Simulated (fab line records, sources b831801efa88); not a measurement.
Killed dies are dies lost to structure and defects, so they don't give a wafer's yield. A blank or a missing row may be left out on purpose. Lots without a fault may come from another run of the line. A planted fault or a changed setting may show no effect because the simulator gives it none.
Chamber matching | flow sfq_line | SFQ_TRILAYER_C5_BARC_OPEN_VIA_ETCH_210 on rie_diel-01: 4 sister chambers
The step etches BARC in O2, target depth 125 nm, time 41.7 s. 16 wafers are shown with their chamber, then 8 later ones without.

WAFERS WITH THEIR CHAMBER
wafer  | chamber | oes_product_au (a.u.)
L081.1 | 0       | 0.680
L081.2 | 3       | 0.687
L081.3 | 1       | 0.680
L081.4 | 2       | 0.680
L081.5 | 1       | 0.685
L081.6 | 2       | 0.691
L086.1 | 3       | 0.693
L086.2 | 1       | 0.680
L086.3 | 2       | 0.682
L086.4 | 0       | 0.690
L086.5 | 0       | 0.687
L086.6 | 1       | 0.687
L087.1 | 0       | 0.675
L087.2 | 2       | 0.685
L087.3 | 1       | 0.690
L087.4 | 3       | 0.688

SIGNATURES (means of the wafers above)
reading        | chamber 0 | chamber 1 | chamber 2 | chamber 3 | scatter within a chamber
oes_product_au | 0.68300   | 0.68440   | 0.68450   | 0.68933   | 0.00504
Rule: a wafer's distance from a chamber is the root of the sum, over the readings, of the square of ((its reading less the chamber's mean) divided by the reading's scatter). The wafer belongs to the nearest chamber; if the next one is less than 2 further off, it can't be placed. The scatter: the root of (the sum of the squares of (reading less its chamber's mean) over the shown wafers, divided by (wafers less chambers)).

WAFERS WITHOUT THEIR CHAMBER
wafer  | oes_product_au (a.u.)
L087.5 | 0.690
L087.6 | 0.682
L089.1 | 0.691
L089.2 | 0.682
L089.3 | 0.687
L089.4 | 0.685
L089.5 | 0.683
L089.6 | 0.675

WHICH CHAMBER EACH WENT THROUGH
wafer  | from the rows above               | in truth
L087.5 | can't be placed: 3 or 2 or 1 or 0 | 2
L087.6 | can't be placed: 0 or 1 or 2 or 3 | 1
L089.1 | can't be placed: 3 or 2 or 1 or 0 | 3
L089.2 | can't be placed: 0 or 1 or 2 or 3 | 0
L089.3 | can't be placed: 3 or 2 or 1 or 0 | 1
L089.4 | can't be placed: 2 or 1 or 0 or 3 | 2
L089.5 | can't be placed: 0 or 1 or 2 or 3 | 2
L089.6 | can't be placed: 0 or 1 or 2 or 3 | 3
Placed correctly: 0 of 8. Can't be placed from these rows: 8 (the true chamber is among the candidates in 8). Placed wrongly: 0.
